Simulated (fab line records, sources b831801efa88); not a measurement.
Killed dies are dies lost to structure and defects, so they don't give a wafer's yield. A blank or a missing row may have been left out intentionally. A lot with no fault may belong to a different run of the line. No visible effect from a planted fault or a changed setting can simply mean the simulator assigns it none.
Which of the tools did it? / flow sky130 / 24 lots with 72 wafers sampled at 4 steps, on a route of 708 steps

WHAT THE GAUGES SHOWED, per wafer
SKY_LI_CONTACT_THK_MEAS_23: measures by xrf.
lot=L074; measured=day 29 03:45; on=filmMetro-02; LI_CONTACT_W_THK (nm)=393 393 391
lot=L075; measured=day 29 09:12; on=filmMetro-02; LI_CONTACT_W_THK (nm)=391 396 393
lot=L076; measured=day 30 05:24; on=filmMetro-02; LI_CONTACT_W_THK (nm)=390 388 391
lot=L077; measured=day 30 23:19; on=filmMetro-01; LI_CONTACT_W_THK (nm)=387 385 391
lot=L078; measured=day 31 03:37; on=filmMetro-02; LI_CONTACT_W_THK (nm)=396 394 398
lot=L080; measured=day 31 14:14; on=filmMetro-01; LI_CONTACT_W_THK (nm)=392 392 391
lot=L079; measured=day 31 15:59; on=filmMetro-02; LI_CONTACT_W_THK (nm)=398 397 395
lot=L081; measured=day 31 20:28; on=filmMetro-02; LI_CONTACT_W_THK (nm)=398 398 402
lot=L082; measured=day 32 00:46; on=filmMetro-02; LI_CONTACT_W_THK (nm)=396 395 396
lot=L083; measured=day 32 07:41; on=filmMetro-02; LI_CONTACT_W_THK (nm)=394 397 400
lot=L085; measured=day 33 02:38; on=filmMetro-04; LI_CONTACT_W_THK (nm)=398 394 393
lot=L084; measured=day 33 03:14; on=filmMetro-01; LI_CONTACT_W_THK (nm)=400 394 397
lot=L086; measured=day 33 06:12; on=filmMetro-04; LI_CONTACT_W_THK (nm)=383 391 388
lot=L087; measured=day 33 14:31; on=filmMetro-02; LI_CONTACT_W_THK (nm)=396 394 395
lot=L088; measured=day 34 00:44; on=filmMetro-02; LI_CONTACT_W_THK (nm)=402 396 400
lot=L089; measured=day 34 07:56; on=filmMetro-04; LI_CONTACT_W_THK (nm)=388 389 390
lot=L090; measured=day 34 12:31; on=filmMetro-02; LI_CONTACT_W_THK (nm)=403 398 400
lot=L091; measured=day 34 18:53; on=filmMetro-02; LI_CONTACT_W_THK (nm)=394 392 389
lot=L092; measured=day 35 03:44; on=filmMetro-01; LI_CONTACT_W_THK (nm)=402 394 400
lot=L093; measured=day 35 07:20; on=filmMetro-02; LI_CONTACT_W_THK (nm)=397 397 401
lot=L094; measured=day 35 10:58; on=filmMetro-04; LI_CONTACT_W_THK (nm)=389 391 385
lot=L095; measured=day 35 21:08; on=filmMetro-01; LI_CONTACT_W_THK (nm)=390 389 395
lot=L096; measured=day 36 20:34; on=filmMetro-02; LI_CONTACT_W_THK (nm)=389 391 392
lot=L097; measured=day 36 21:49; on=filmMetro-04; LI_CONTACT_W_THK (nm)=397 393 398

SKY_VIA1_CD_MEAS_12: target cd 150 nm.
lot=L074; measured=day 33 22:38; on=cdSem-01; cdNm (nm)=148.3 148.8 151.1
lot=L075; measured=day 34 04:22; on=cdSem-01; cdNm (nm)=147.5 149.7 147.5
lot=L076; measured=day 34 22:41; on=cdSem-01; cdNm (nm)=148.7 151.1 149.1
lot=L077; measured=day 35 15:32; on=cdSem-01; cdNm (nm)=149.3 149.4 150.4
lot=L078; measured=day 35 20:52; on=cdSem-01; cdNm (nm)=148.8 149.7 148.9
lot=L080; measured=day 36 08:14; on=cdSem-02; cdNm (nm)=149.3 149.4 149.1
lot=L079; measured=day 36 09:16; on=cdSem-01; cdNm (nm)=148.6 147.9 150.1
lot=L081; measured=day 36 10:32; on=cdSem-01; cdNm (nm)=152.8 150.8 151.7
lot=L082; measured=day 36 17:11; on=cdSem-02; cdNm (nm)=151.0 151.1 151.1
lot=L083; measured=day 36 23:59; on=cdSem-02; cdNm (nm)=151.6 152.6 151.4
lot=L085; measured=day 37 16:28; on=cdSem-02; cdNm (nm)=151.3 152.8 152.0
lot=L084; measured=day 37 18:56; on=cdSem-02; cdNm (nm)=153.4 152.5 153.3
lot=L086; measured=day 37 20:23; on=cdSem-02; cdNm (nm)=151.3 151.7 151.1
lot=L087; measured=day 38 03:16; on=cdSem-02; cdNm (nm)=148.4 149.9 149.1
lot=L088; measured=day 38 16:22; on=cdSem-01; cdNm (nm)=148.3 146.2 146.6
lot=L089; measured=day 38 20:10; on=cdSem-02; cdNm (nm)=149.4 149.6 150.2
lot=L090; measured=day 39 03:04; on=cdSem-02; cdNm (nm)=151.8 151.0 150.2
lot=L091; measured=day 39 07:53; on=cdSem-01; cdNm (nm)=149.6 149.0 150.1
lot=L092; measured=day 39 16:13; on=cdSem-01; cdNm (nm)=151.6 152.0 152.3
lot=L093; measured=day 39 19:34; on=cdSem-01; cdNm (nm)=149.0 149.6 151.7
lot=L094; measured=day 39 23:00; on=cdSem-02; cdNm (nm)=149.3 149.3 151.0
lot=L095; measured=day 40 07:58; on=cdSem-01; cdNm (nm)=149.0 149.7 151.1
lot=L096; measured=day 41 06:16; on=cdSem-01; cdNm (nm)=151.1 150.2 150.2
lot=L097; measured=day 41 06:56; on=cdSem-02; cdNm (nm)=150.3 149.2 149.5

WHICH TOOL RAN EACH LOT (tool, then ch and the chambers of the sampled wafers, then the start)
lot=L074; SKY_METAL1_SPUTTER_04=pvdSputter-03, day 31 13:47; SKY_METAL1_METAL_ETCH_19=rieMetal-01 ch 0,1, day 32 17:30
lot=L075; SKY_METAL1_SPUTTER_04=pvdSputter-02, day 31 21:28; SKY_METAL1_METAL_ETCH_19=rieMetal-02 ch 0, day 33 01:02
lot=L076; SKY_METAL1_SPUTTER_04=pvdSputter-03, day 32 16:07; SKY_METAL1_METAL_ETCH_19=rieMetal-01 ch 0,1, day 33 19:16
lot=L077; SKY_METAL1_SPUTTER_04=pvdSputter-02, day 33 08:04; SKY_METAL1_METAL_ETCH_19=rieMetal-01 ch 0,1, day 34 11:32
lot=L078; SKY_METAL1_SPUTTER_04=pvdSputter-04, day 33 14:15; SKY_METAL1_METAL_ETCH_19=rieMetal-01 ch 0,1, day 34 17:15
lot=L080; SKY_METAL1_SPUTTER_04=pvdSputter-03, day 34 00:52; SKY_METAL1_METAL_ETCH_19=rieMetal-01 ch 0,1, day 35 04:13
lot=L079; SKY_METAL1_SPUTTER_04=pvdSputter-04, day 34 01:56; SKY_METAL1_METAL_ETCH_19=rieMetal-04 ch 1, day 35 05:20
lot=L081; SKY_METAL1_SPUTTER_04=pvdSputter-04, day 34 04:50; SKY_METAL1_METAL_ETCH_19=rieMetal-04 ch 0,1, day 35 06:56
lot=L082; SKY_METAL1_SPUTTER_04=pvdSputter-03, day 34 10:22; SKY_METAL1_METAL_ETCH_19=rieMetal-04 ch 0, day 35 13:07
lot=L083; SKY_METAL1_SPUTTER_04=pvdSputter-03, day 34 17:05; SKY_METAL1_METAL_ETCH_19=rieMetal-02 ch 0,1, day 35 20:13
lot=L085; SKY_METAL1_SPUTTER_04=pvdSputter-03, day 35 10:35; SKY_METAL1_METAL_ETCH_19=rieMetal-01 ch 0,1, day 36 13:02
lot=L084; SKY_METAL1_SPUTTER_04=pvdSputter-04, day 35 12:01; SKY_METAL1_METAL_ETCH_19=rieMetal-02 ch 0,1, day 36 15:19
lot=L086; SKY_METAL1_SPUTTER_04=pvdSputter-03, day 35 13:46; SKY_METAL1_METAL_ETCH_19=rieMetal-02 ch 0, day 36 16:55
lot=L087; SKY_METAL1_SPUTTER_04=pvdSputter-04, day 35 22:03; SKY_METAL1_METAL_ETCH_19=rieMetal-02 ch 0,1, day 37 00:43
lot=L088; SKY_METAL1_SPUTTER_04=pvdSputter-02, day 36 10:52; SKY_METAL1_METAL_ETCH_19=rieMetal-01 ch 0,1, day 37 13:53
lot=L089; SKY_METAL1_SPUTTER_04=pvdSputter-03, day 36 16:02; SKY_METAL1_METAL_ETCH_19=rieMetal-02 ch 0,1, day 37 18:16
lot=L090; SKY_METAL1_SPUTTER_04=pvdSputter-02, day 36 21:33; SKY_METAL1_METAL_ETCH_19=rieMetal-01 ch 1, day 38 00:16
lot=L091; SKY_METAL1_SPUTTER_04=pvdSputter-04, day 37 03:14; SKY_METAL1_METAL_ETCH_19=rieMetal-04 ch 0, day 38 05:49
lot=L092; SKY_METAL1_SPUTTER_04=pvdSputter-04, day 37 12:49; SKY_METAL1_METAL_ETCH_19=rieMetal-02 ch 0,1, day 38 15:08
lot=L093; SKY_METAL1_SPUTTER_04=pvdSputter-02, day 37 15:32; SKY_METAL1_METAL_ETCH_19=rieMetal-01 ch 0,1, day 38 17:29
lot=L094; SKY_METAL1_SPUTTER_04=pvdSputter-02, day 37 19:10; SKY_METAL1_METAL_ETCH_19=rieMetal-01 ch 0,1, day 38 20:39
lot=L095; SKY_METAL1_SPUTTER_04=pvdSputter-04, day 38 04:29; SKY_METAL1_METAL_ETCH_19=rieMetal-02 ch 0,1, day 39 05:41
lot=L096; SKY_METAL1_SPUTTER_04=pvdSputter-04, day 39 04:04; SKY_METAL1_METAL_ETCH_19=rieMetal-02 ch 0,1, day 40 04:40
lot=L097; SKY_METAL1_SPUTTER_04=pvdSputter-02, day 39 04:44; SKY_METAL1_METAL_ETCH_19=rieMetal-04 ch 1, day 40 05:59
- SKY_METAL1_SPUTTER_04: material TiN, target thk 70 nm, time 58.3 s.
- SKY_METAL1_METAL_ETCH_19: etches the open film in Cl2/BCl3, stops on SiO2, target depth 360 nm, time 78 s.

AS READ BY THE TOOLS THEMSELVES (means over the sampled wafers that have a number; for cases with no such wafer, the mark the record gives instead)
SKY_METAL1_SPUTTER_04.
lot=L074; tool=pvdSputter-03; throttleValvePct (%)=29.6
lot=L075; tool=pvdSputter-02; throttleValvePct (%)=29.5
lot=L076; tool=pvdSputter-03; throttleValvePct (%)=29.7
lot=L077; tool=pvdSputter-02; throttleValvePct (%)=30.4
lot=L078; tool=pvdSputter-04; throttleValvePct (%)=31.3
lot=L080; tool=pvdSputter-03; throttleValvePct (%)=29.7
lot=L079; tool=pvdSputter-04; throttleValvePct (%)=31.3
lot=L081; tool=pvdSputter-04; throttleValvePct (%)=31.8
lot=L082; tool=pvdSputter-03; throttleValvePct (%)=29.7
lot=L083; tool=pvdSputter-03; throttleValvePct (%)=29.6
lot=L085; tool=pvdSputter-03; throttleValvePct (%)=29.3
lot=L084; tool=pvdSputter-04; throttleValvePct (%)=31.1
lot=L086; tool=pvdSputter-03; throttleValvePct (%)=29.8
lot=L087; tool=pvdSputter-04; throttleValvePct (%)=30.5
lot=L088; tool=pvdSputter-02; throttleValvePct (%)=30.5
lot=L089; tool=pvdSputter-03; throttleValvePct (%)=30.0
lot=L090; tool=pvdSputter-02; throttleValvePct (%)=30.6
lot=L091; tool=pvdSputter-04; throttleValvePct (%)=31.9
lot=L092; tool=pvdSputter-04; throttleValvePct (%)=31.1
lot=L093; tool=pvdSputter-02; throttleValvePct (%)=30.3
lot=L094; tool=pvdSputter-02; throttleValvePct (%)=29.3
lot=L095; tool=pvdSputter-04; throttleValvePct (%)=31.9
lot=L096; tool=pvdSputter-04; throttleValvePct (%)=31.7
lot=L097; tool=pvdSputter-02; throttleValvePct (%)=29.5

SKY_METAL1_METAL_ETCH_19.
lot=L074; tool=rieMetal-01; drypumpMotorCurrentA (A)=5.5; oesProductAu (a.u.)=0.845; rfFwdPowerW (W)=891.6; throttleValvePct (%)=22.267
lot=L075; tool=rieMetal-02; drypumpMotorCurrentA (A)=6.3; oesProductAu (a.u.)=0.855; rfFwdPowerW (W)=890.4; throttleValvePct (%)=22.269
lot=L076; tool=rieMetal-01; drypumpMotorCurrentA (A)=5.5; oesProductAu (a.u.)=0.852; rfFwdPowerW (W)=894.0; throttleValvePct (%)=22.261
lot=L077; tool=rieMetal-01; drypumpMotorCurrentA (A)=5.6; oesProductAu (a.u.)=0.856; rfFwdPowerW (W)=893.4; throttleValvePct (%)=22.269
lot=L078; tool=rieMetal-01; drypumpMotorCurrentA (A)=5.6; oesProductAu (a.u.)=0.850; rfFwdPowerW (W)=894.1; throttleValvePct (%)=22.270
lot=L080; tool=rieMetal-01; drypumpMotorCurrentA (A)=5.5; oesProductAu (a.u.)=0.852; rfFwdPowerW (W)=894.8; throttleValvePct (%)=22.264
lot=L079; tool=rieMetal-04; drypumpMotorCurrentA (A)=6.5; oesProductAu (a.u.)=0.857; rfFwdPowerW (W)=896.4; throttleValvePct (%)=22.265
lot=L081; tool=rieMetal-04; drypumpMotorCurrentA (A)=6.3; oesProductAu (a.u.)=0.847; rfFwdPowerW (W)=895.4; throttleValvePct (%)=22.278
lot=L082; tool=rieMetal-04; drypumpMotorCurrentA (A)=6.1; oesProductAu (a.u.)=0.846; rfFwdPowerW (W)=893.9; throttleValvePct (%)=22.266
lot=L083; tool=rieMetal-02; drypumpMotorCurrentA (A)=6.0; oesProductAu (a.u.)=0.854; rfFwdPowerW (W)=894.8; throttleValvePct (%)=22.264
lot=L085; tool=rieMetal-01; drypumpMotorCurrentA (A)=5.5; oesProductAu (a.u.)=0.854; rfFwdPowerW (W)=892.1; throttleValvePct (%)=22.254
lot=L084; tool=rieMetal-02; drypumpMotorCurrentA (A)=5.7; oesProductAu (a.u.)=0.855; rfFwdPowerW (W)=894.2; throttleValvePct (%)=22.265
lot=L086; tool=rieMetal-02; drypumpMotorCurrentA (A)=6.2; oesProductAu (a.u.)=0.851; rfFwdPowerW (W)=895.2; throttleValvePct (%)=22.264
lot=L087; tool=rieMetal-02; drypumpMotorCurrentA (A)=5.7; oesProductAu (a.u.)=0.860; rfFwdPowerW (W)=894.8; throttleValvePct (%)=22.267
lot=L088; tool=rieMetal-01; drypumpMotorCurrentA (A)=5.6; oesProductAu (a.u.)=0.860; rfFwdPowerW (W)=893.1; throttleValvePct (%)=22.251
lot=L089; tool=rieMetal-02; drypumpMotorCurrentA (A)=6.0; oesProductAu (a.u.)=0.856; rfFwdPowerW (W)=894.0; throttleValvePct (%)=22.253
lot=L090; tool=rieMetal-01; drypumpMotorCurrentA (A)=5.6; oesProductAu (a.u.)=0.857; rfFwdPowerW (W)=895.5; throttleValvePct (%)=22.260
lot=L091; tool=rieMetal-04; drypumpMotorCurrentA (A)=6.1; oesProductAu (a.u.)=0.848; rfFwdPowerW (W)=895.0; throttleValvePct (%)=22.258
lot=L092; tool=rieMetal-02; drypumpMotorCurrentA (A)=5.7; oesProductAu (a.u.)=0.855; rfFwdPowerW (W)=892.1; throttleValvePct (%)=22.260
lot=L093; tool=rieMetal-01; drypumpMotorCurrentA (A)=5.5; oesProductAu (a.u.)=0.848; rfFwdPowerW (W)=893.5; throttleValvePct (%)=22.266
lot=L094; tool=rieMetal-01; drypumpMotorCurrentA (A)=5.6; oesProductAu (a.u.)=0.854; rfFwdPowerW (W)=892.2; throttleValvePct (%)=22.270
lot=L095; tool=rieMetal-02; drypumpMotorCurrentA (A)=6.0; oesProductAu (a.u.)=0.852; rfFwdPowerW (W)=895.3; throttleValvePct (%)=22.256
lot=L096; tool=rieMetal-02; drypumpMotorCurrentA (A)=5.9; oesProductAu (a.u.)=0.847; rfFwdPowerW (W)=891.7; throttleValvePct (%)=22.265
lot=L097; tool=rieMetal-04; drypumpMotorCurrentA (A)=6.5; oesProductAu (a.u.)=0.856; rfFwdPowerW (W)=894.4; throttleValvePct (%)=22.266

THE ANSWER, worked out from the rows above alone
Rule: the lots themselves supply what counts as usual. The widest of any qualifying gaps counts: lots, ordered by their means at a reading, are off when they make up no more than a third of the lots, leave a main group of 4 or more, and stand apart from it by 3 or more times the standard deviation of that group's means. If all means in a main group match to the digits the tables above print for the reading, that group is not used. Also off: a lot with no number at a reading for which 4 or more lots have one. All remaining lots with rows at the step are treated as sound. The gauges are gone through in route order, then the tools' own readings, and for those a lot's mean is taken as printed above. At the first step where some lot is off, the reading lying furthest off is the one used; lots without a number count as furthest.
Nothing can be told from this: no lot is off at any reading shown.

WHAT HAD BEEN PUT IN BY THE SIMULATOR
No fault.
